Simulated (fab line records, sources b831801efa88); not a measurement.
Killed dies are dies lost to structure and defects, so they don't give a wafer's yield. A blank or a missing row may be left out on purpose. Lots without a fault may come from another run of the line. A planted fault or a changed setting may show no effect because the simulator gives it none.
A struck lot beside a sound one | flow sky130 | 17 steps out of a route of 708
Sound: wafers L285.1, L285.3, L285.5. Struck: wafer L294.3. (L294.2, L294.6 of the same lot were not struck and are left out.) The cause comes at the end.
At each step with rows: each side's tool, then ch and its chambers, then its first start. Under that, the readings that differ: sound wafers | struck wafers | difference of the means | sigmas: that difference in standard deviations of wafers without a fault.
alike: readings whose means differ by less than 2 such deviations, and words and numbers that are the same on both sides. not compared: withheld readings, readings that some wafer has no value for, bounds like >300 that may hide the same value, and numbers for which the record gives no deviation and whose values overlap.
The two part at a step that has a row with sigmas, a row that says differs or no value, or rows on one side only. Numbers that don't overlap but have no deviation are shown without sigmas and don't part them. A reading that every wafer of one side lacks parts them only if that side has two wafers or more.

first, 2 steps without rows for these wafers: SKY_LOCAL_INTERCONNECT_PEB_09; SKY_LOCAL_INTERCONNECT_DEVELOP_10 (develop time 60 s).
SKY_LOCAL_INTERCONNECT_CD_MEAS_11: target cd 170 nm.
  sound on cd_sem-01, day 30 07:22; struck on cd_sem-01, day 34 21:40
  alike: cd_nm
SKY_LOCAL_INTERCONNECT_OVL_MEAS_12:
  sound on overlay-02, day 30 07:29; struck on overlay-01, day 34 21:46
  alike: LOCAL_INTERCONNECT_OVL
SKY_LOCAL_INTERCONNECT_ETCH_13: etches BARC in N2/H2, stops on SiO2, time 45.9 s, target depth 60 nm.
  sound on rie_metal-01 ch 0,1, day 30 07:31; struck on rie_metal-01 ch 0, day 34 21:47
  alike: chamber_pressure_mTorr, drypump_motor_current_A, oes_product_au, rf_fwd_power_W, throttle_valve_pct
  not compared: rf_hours_counter_h
SKY_LOCAL_INTERCONNECT_METAL_ETCH_14: etches TiN in Cl2/BCl3, stops on PSG, target depth 110 nm, time 31.4 s.
  sound on rie_metal-01 ch 0,1, day 30 07:35; struck on rie_metal-01 ch 0, day 34 21:51
  reading             | sound             | struck | difference | sigmas
  mfc_cl2_sccm (sccm) | 59.68 60.28 59.97 | 60.43  | +0.45      | +2
  alike: bcl3_flow_sccm, chamber_pressure_mTorr, drypump_motor_current_A, oes_product_au, rf_fwd_power_W, throttle_valve_pct
  not compared: rf_hours_counter_h
SKY_LOCAL_INTERCONNECT_STRIP_15: strips in O2/N2.
  sound on plasma_asher-01 ch 0,1, day 30 07:38; struck on plasma_asher-02 ch 0, day 34 21:55
  alike: chamber_pressure_mTorr, drypump_motor_current_A, oes_product_au, strip_time_to_endpoint_s
  not compared: rf_hours_counter_h
then, 3 steps without rows for these wafers: SKY_LOCAL_INTERCONNECT_STRIP_16 (strips in post etch residue remover, time 1200 s); SKY_LOCAL_INTERCONNECT_CLEAN_17 (cleans in IPA, time 180 s); SKY_LOCAL_INTERCONNECT_CLEAN_18 (cleans in O3/DIW).
SKY_CONTACT_CVD_00: deposits Si3N4, target thk 75 nm.
  sound on pecvd-02 ch 0,1,2, day 30 08:14; struck on pecvd-04 ch 1, day 34 22:32
  alike: heater_power_w, rf_fwd_power_W
SKY_CONTACT_THK_MEAS_01:
  sound on film_metro-03, day 30 08:16; struck on film_metro-04, day 34 22:35
  alike: CONTACT_CVD_00_THK
SKY_CONTACT_HDPCVD_02: deposits SiO2, target thk 565 nm, time 94.2 s.
  sound on hdpcvd-02 ch 0,1,2, day 30 08:20; struck on hdpcvd-01 ch 1, day 34 22:38
  reading                                     | sound             | struck | difference | sigmas
  run_length_s (s)                            | 122.3 121.5 121.4 | 130.7  | +9.0       | +15
  model.SiO2_of_CONTACT_HDPCVD_02.thk_nm (nm) | 555.9 561 555.3   | 622    | +65        |
SKY_CONTACT_THK_MEAS_03:
  sound on film_metro-04, day 30 08:24; struck on film_metro-03, day 34 22:43
  reading                 | sound       | struck | difference | sigmas
  CONTACT_HDPCVD_THK (nm) | 556 561 555 | 622    | +65        | +11
SKY_CONTACT_CMP_04: polishes SiO2.
  sound on cmp-02 ch 0,2, day 30 08:31; struck on cmp-02 ch 0, day 34 22:49
  reading                | sound    | struck | difference | sigmas
  time_to_endpoint_s (s) | 81 80 79 | 104    | +24        | +5
  alike: head_pressure_psi, motor_current_A
SKY_CONTACT_BOW_MEAS_05:
  sound on film_metro-02, day 30 08:46; struck on film_metro-03, day 34 23:05
  alike: CONTACT_BOW
then, 1 step without rows for these wafers: SKY_PAD_OPEN_PROBE_99.

WHERE THEY PART
First at SKY_LOCAL_INTERCONNECT_METAL_ETCH_14; last, within this record, at SKY_CONTACT_CMP_04. Later steps at which nothing parts them and some readings are alike: SKY_CONTACT_BOW_MEAS_05.

WHY: what the simulator had put in
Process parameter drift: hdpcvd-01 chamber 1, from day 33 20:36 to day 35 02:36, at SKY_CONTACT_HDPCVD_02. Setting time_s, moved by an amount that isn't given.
